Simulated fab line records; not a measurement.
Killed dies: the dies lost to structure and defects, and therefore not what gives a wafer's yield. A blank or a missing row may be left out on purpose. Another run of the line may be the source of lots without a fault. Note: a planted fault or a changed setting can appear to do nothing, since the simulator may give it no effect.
Which of the tools did it? | flow gf180mcu | 6 lots, 18 wafers sampled, at 2 steps of a route of 602

WHAT THE GAUGES READ, wafer by wafer
GF_SALICIDE_RS_MEAS_04: measurement is done with a four-point probe.
lot  | measured     | on            | SALICIDE_TIN_RS (ohm/sq)
L520 | day 16 04:40 | film metro-03 | 16.23 16.08 16.15
L522 | day 16 22:47 | film metro-03 | 16.14 16.05 16.08
L524 | day 17 18:02 | film metro-02 | 16.31 16.54 16.12
L526 | day 18 14:45 | film metro-02 | 16.53 16.49 16.77
L531 | day 20 00:08 | film metro-01 | 15.98 16.58 16.47
L539 | day 23 00:52 | film metro-01 | 16.13 16.07 16.34

EACH LOT AND THE TOOL THAT RAN IT (in order: tool; ch and the chambers of the sampled wafers; start)
lot  | GF_SALICIDE_SPUTTER_02
L520 | pvd sputter-02, day 16 04:34
L522 | pvd sputter-04, day 16 22:41
L524 | pvd sputter-02, day 17 17:59
L526 | pvd sputter-02, day 18 14:40
L531 | pvd sputter-02, day 20 00:05
L539 | pvd sputter-01, day 23 00:48
- GF_SALICIDE_SPUTTER_02: material Co, target thk 10 nm, time 20 s.

THE ANSWER, worked out from the rows above alone
Rule: the lots themselves supply what counts as usual. Put in order of their means at a reading, lots are off if they are a third of the lots or fewer, leave a main group of 4 or more, and stand apart from it by a gap of 3 or more times the standard deviation of the main group's means; of several such gaps the widest counts. The tables above print the reading to a certain number of digits; a main group whose means all agree to those digits is not used. Also off: a lot with no number at a reading for which 4 or more lots have one. The other lots that the step has rows for count as sound.
No lot is off at any reading shown: from this, nothing can be told.

WHAT HAD BEEN PUT IN BY THE SIMULATOR
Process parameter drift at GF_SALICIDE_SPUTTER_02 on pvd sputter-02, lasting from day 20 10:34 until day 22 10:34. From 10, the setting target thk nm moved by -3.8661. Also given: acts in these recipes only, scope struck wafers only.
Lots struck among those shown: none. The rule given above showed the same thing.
